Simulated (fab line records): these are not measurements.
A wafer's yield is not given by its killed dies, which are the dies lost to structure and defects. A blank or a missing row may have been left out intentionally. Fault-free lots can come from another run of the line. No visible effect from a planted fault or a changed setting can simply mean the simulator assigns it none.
Which tool did it? -- flow sky130 -- 24 lots, 72 wafers sampled, at 5 steps of a route of 708

WHAT THE GAUGES READ, wafer by wafer
SKY_POLY_GATE_THK_MEAS_21. Usual: for POLY_GATE_OXIDATION_THK the level is 4.01 nm and the standard deviation is 0.076.
lot,measured,on,POLY_GATE_OXIDATION_THK (nm),flag
L074,day 16 13:42,filmMetro-03,4.03 3.99 4.06,
L075,day 17 03:53,filmMetro-03,3.91 3.94 3.95,
L076,day 17 06:34,filmMetro-03,3.95 3.96 3.98,
L077,day 17 12:32,filmMetro-03,3.98 3.95 3.99,
L078,day 17 19:34,filmMetro-03,3.99 4.12 4.00,
L079,day 18 23:07,filmMetro-02,3.98 4.00 4.11,
L080,day 19 00:53,filmMetro-02,4.03 4.02 4.00,
L081,day 19 04:42,filmMetro-04,3.97 3.93 3.90,
L082,day 19 10:20,filmMetro-04,4.03 4.15 4.09,
L083,day 20 19:37,filmMetro-02,4.01 4.05 4.10,
L084,day 20 20:13,filmMetro-03,4.05 4.05 4.00,
L085,day 21 12:58,filmMetro-02,4.09 4.14 4.09,
L086,day 21 15:32,filmMetro-02,4.04 4.05 3.95,
L087,day 21 17:12,filmMetro-02,3.99 4.07 4.06,
L088,day 21 22:25,filmMetro-03,4.14 4.14 4.12,
L089,day 22 03:45,filmMetro-03,4.11 3.97 4.02,
L090,day 22 10:20,filmMetro-04,4.02 4.07 4.09,
L092,day 23 07:37,filmMetro-04,4.02 4.02 3.99,
L091,day 23 08:38,filmMetro-03,4.00 3.95 3.93,
L093,day 23 10:48,filmMetro-03,3.97 3.95 4.05,
L094,day 24 16:27,filmMetro-02,4.06 4.00 3.99,
L096,day 24 17:23,filmMetro-02,3.95 3.86 3.95,
L095,day 24 19:29,filmMetro-04,4.03 4.01 3.96,
L097,day 25 03:15,filmMetro-04,3.85 3.84 3.83,

SKY_CAP2M_OVL_MEAS_12. Usual: for CAP2M_OVL the level is 0.8 nm and the standard deviation is 1.3.
lot,measured,on,CAP2M_OVL (nm),flag
L074,day 40 13:25,overlay-01,0.8 2.1 0.9,
L075,day 41 02:43,overlay-02,1.0 -0.2 0.0,
L076,day 41 04:49,overlay-01,1.2 0.9 1.5,
L077,day 41 15:52,overlay-01,0.3 1.6 0.5,
L078,day 41 19:04,overlay-01,0.3 1.0 1.0,
L079,day 42 17:58,overlay-01,0.5 1.9 0.8,
L080,day 42 22:26,overlay-02,0.3 1.8 0.4,
L081,day 43 00:37,overlay-02,-1.9 -2.7 -0.8,
L082,day 43 03:41,overlay-02,0.8 0.3 0.3,
L083,day 44 01:52,overlay-02,1.7 2.4 -0.1,
L084,day 44 03:47,overlay-02,-1.0 -0.5 -0.5,
L085,day 44 21:00,overlay-01,1.9 0.6 -0.1,
L086,day 44 15:47,overlay-02,2.4 1.0 1.4,
L087,day 44 22:07,overlay-01,0.2 -0.3 -1.4,
L088,day 45 03:42,overlay-01,0.1 0.1 1.4,
L089,day 45 04:00,overlay-02,0.2 0.0 0.4,
L090,day 45 04:18,overlay-02,0.7 1.7 2.1,
L092,day 45 21:04,overlay-02,2.1 2.6 0.7,
L091,day 45 21:52,overlay-02,0.7 0.0 0.6,
L093,day 46 03:18,overlay-02,2.1 3.1 2.6,
L094,day 46 20:38,overlay-01,-0.8 1.8 -0.3,
L096,day 47 00:20,overlay-01,0.2 0.0 -0.2,
L095,day 47 00:38,overlay-02,0.2 -0.9 1.3,
L097,day 47 01:43,overlay-02,1.3 -0.9 0.2,

SKY_VIA4_RS_MEAS_19: the measuring method here is four-point-probe. Usual: for VIA4_W_RS the level is 0.2279 ohm/sq and the standard deviation is 0.0025.
lot,measured,on,VIA4_W_RS (ohm/sq),flag
L074,day 42 16:11,filmMetro-03,0.2312 0.2261 0.2276,
L075,day 43 04:53,filmMetro-02,0.2284 0.2264 0.2264,
L076,day 43 07:13,filmMetro-01,0.2306 0.2328 0.2312,
L077,day 43 16:48,filmMetro-03,0.2290 0.2301 0.2274,
L078,day 43 23:40,filmMetro-02,0.2283 0.2255 0.2228,
L079,day 44 17:55,filmMetro-02,0.2300 0.2284 0.2297,
L080,day 44 22:37,filmMetro-01,0.2285 0.2273 0.2292,
L081,day 45 00:28,filmMetro-01,0.2293 0.2310 0.2322,
L082,day 45 02:13,filmMetro-02,0.2306 0.2277 0.2323,
L083,day 46 02:08,filmMetro-01,0.2269 0.2277 0.2279,
L084,day 46 03:39,filmMetro-01,0.2252 0.2233 0.2244,
L085,day 46 17:03,filmMetro-03,0.2245 0.2276 0.2245,
L086,day 46 12:51,filmMetro-01,0.2247 0.2259 0.2238,
L087,day 46 18:52,filmMetro-01,0.2240 0.2257 0.2219,
L088,day 47 00:16,filmMetro-01,0.2302 0.2313 0.2300,
L089,day 47 00:32,filmMetro-01,0.2289 0.2262 0.2287,
L090,day 47 01:15,filmMetro-02,0.2276 0.2273 0.2266,
L092,day 47 17:12,filmMetro-03,0.2233 0.2274 0.2266,
L091,day 47 18:22,filmMetro-03,0.2285 0.2291 0.2278,
L093,day 47 22:13,filmMetro-02,0.2293 0.2284 0.2270,
L094,day 48 14:45,filmMetro-03,0.2273 0.2286 0.2285,
L096,day 48 18:32,filmMetro-02,0.2301 0.2267 0.2286,
L095,day 48 18:50,filmMetro-01,0.2301 0.2263 0.2300,
L097,day 48 19:25,filmMetro-01,0.2277 0.2301 0.2249,

WHICH TOOL RAN EACH LOT (tool, then ch and the chambers of the sampled wafers, then the start)
lot,SKY_METAL4_SPUTTER_01,SKY_CAP2M_STRIP_14
L074,"pvdSputter-03, day 39 12:06","plasmaAsher-01 ch 0,1, day 40 13:34"
L075,"pvdSputter-02, day 40 02:25","plasmaAsher-03 ch 0,1, day 41 02:50"
L076,"pvdSputter-03, day 40 04:06","plasmaAsher-01 ch 1, day 41 04:55"
L077,"pvdSputter-02, day 40 15:33","plasmaAsher-04 ch 0, day 41 15:58"
L078,"pvdSputter-01, day 40 17:58","plasmaAsher-04 ch 0,1, day 41 19:10"
L079,"pvdSputter-02, day 41 18:38","plasmaAsher-04 ch 0,1, day 42 18:04"
L080,"pvdSputter-01, day 41 23:00","plasmaAsher-01 ch 0, day 42 22:32"
L081,"pvdSputter-02, day 42 00:53","plasmaAsher-01 ch 0, day 43 00:43"
L082,"pvdSputter-03, day 42 04:10","plasmaAsher-03 ch 0,1, day 43 03:49"
L083,"pvdSputter-01, day 43 03:11","plasmaAsher-04 ch 0,1, day 44 01:59"
L084,"pvdSputter-03, day 43 04:52","plasmaAsher-04 ch 0,1, day 44 03:53"
L085,"pvdSputter-02, day 43 22:37","plasmaAsher-03 ch 0,1, day 44 21:07"
L086,"pvdSputter-02, day 43 18:20","plasmaAsher-04 ch 0,1, day 44 16:00"
L087,"pvdSputter-01, day 43 23:32","plasmaAsher-04 ch 0,1, day 44 22:14"
L088,"pvdSputter-01, day 44 06:28","plasmaAsher-01 ch 0,1, day 45 03:49"
L089,"pvdSputter-03, day 44 06:46","plasmaAsher-01 ch 1, day 45 04:07"
L090,"pvdSputter-01, day 44 07:04","plasmaAsher-03 ch 0,1, day 45 04:25"
L092,"pvdSputter-01, day 44 22:53","plasmaAsher-03 ch 0,1, day 45 21:11"
L091,"pvdSputter-01, day 45 00:37","plasmaAsher-04 ch 0,1, day 45 21:59"
L093,"pvdSputter-02, day 45 05:51","plasmaAsher-04 ch 0,1, day 46 03:25"
L094,"pvdSputter-03, day 46 00:10","plasmaAsher-04 ch 0,1, day 46 20:44"
L096,"pvdSputter-01, day 46 03:57","plasmaAsher-03 ch 0,1, day 47 00:28"
L095,"pvdSputter-02, day 46 04:22","plasmaAsher-04 ch 0,1, day 47 00:46"
L097,"pvdSputter-03, day 46 05:53","plasmaAsher-04 ch 0,1, day 47 01:49"
- SKY_METAL4_SPUTTER_01: material TiN, target thk 20 nm, time 16.7 s.
- SKY_CAP2M_STRIP_14: strips in O2/N2.

WHAT THE TOOLS THEMSELVES READ (means of the sampled wafers that have a number; where no wafer has one, the mark that the record gives instead)
SKY_METAL4_SPUTTER_01. Usual: throttleValvePct at 30.1 %, with a standard deviation of 0.84.
lot,tool,throttleValvePct (%),flag
L074,pvdSputter-03,29.4,
L075,pvdSputter-02,29.2,
L076,pvdSputter-03,29.7,
L077,pvdSputter-02,30.8,
L078,pvdSputter-01,29.8,
L079,pvdSputter-02,29.8,
L080,pvdSputter-01,30.6,
L081,pvdSputter-02,31.1,
L082,pvdSputter-03,29.7,
L083,pvdSputter-01,30.3,
L084,pvdSputter-03,29.2,
L085,pvdSputter-02,30.1,
L086,pvdSputter-02,29.2,
L087,pvdSputter-01,30.5,
L088,pvdSputter-01,30.2,
L089,pvdSputter-03,29.4,
L090,pvdSputter-01,29.7,
L092,pvdSputter-01,30.5,
L091,pvdSputter-01,30.5,
L093,pvdSputter-02,30.2,
L094,pvdSputter-03,29.4,
L096,pvdSputter-01,30.5,
L095,pvdSputter-02,31.0,
L097,pvdSputter-03,29.5,

SKY_CAP2M_STRIP_14. Usual: drypumpMotorCurrentA 5.8 A, standard deviation 0.32; oesProductAu 0.711 a.u., standard deviation 0.0046; stripTimeToEndpointS 12.58 s, standard deviation 0.05.
lot,tool,drypumpMotorCurrentA (A),oesProductAu (a.u.),stripTimeToEndpointS (s),flag
L074,plasmaAsher-01,5.7,0.711,12.61,
L075,plasmaAsher-03,5.5,0.716,12.59,
L076,plasmaAsher-01,5.8,0.713,12.67,
L077,plasmaAsher-04,6.2,0.711,12.58,
L078,plasmaAsher-04,5.9,0.708,12.64,
L079,plasmaAsher-04,6.1,0.712,12.60,
L080,plasmaAsher-01,5.6,0.708,12.55,
L081,plasmaAsher-01,5.6,0.710,12.58,
L082,plasmaAsher-03,5.5,0.711,12.64,
L083,plasmaAsher-04,5.9,0.708,12.58,
L084,plasmaAsher-04,6.1,0.713,12.57,
L085,plasmaAsher-03,5.5,0.713,12.50,
L086,plasmaAsher-04,6.1,0.711,12.55,
L087,plasmaAsher-04,6.1,0.709,12.47,
L088,plasmaAsher-01,5.7,0.710,12.54,
L089,plasmaAsher-01,5.8,0.713,12.58,
L090,plasmaAsher-03,5.3,0.708,12.62,
L092,plasmaAsher-03,5.3,0.710,12.59,
L091,plasmaAsher-04,6.1,0.712,12.54,
L093,plasmaAsher-04,6.1,0.709,12.53,
L094,plasmaAsher-04,6.1,0.711,12.66,
L096,plasmaAsher-03,5.3,0.709,12.55,
L095,plasmaAsher-04,5.9,0.710,12.60,
L097,plasmaAsher-04,6.1,0.708,12.63,

THE ANSWER, worked out from the rows above alone
Rule: take the mean of a lot's wafers that have a number; if it is more than 3 standard deviations from the usual mean, the lot is off. Also off: a lot with no number at a reading for which 4 or more lots have one. All remaining lots with rows at the step are treated as sound. Order of review: gauges by route order, followed by the tools' own readings, for which a lot's mean as printed above is used. The first step at which some lot is off is used, and at that step the reading that is off furthest; a lot without a number counts as furthest.
No lot is off on any of the readings shown, so nothing can be concluded from this.

WHAT THE SIMULATOR HAD PUT IN
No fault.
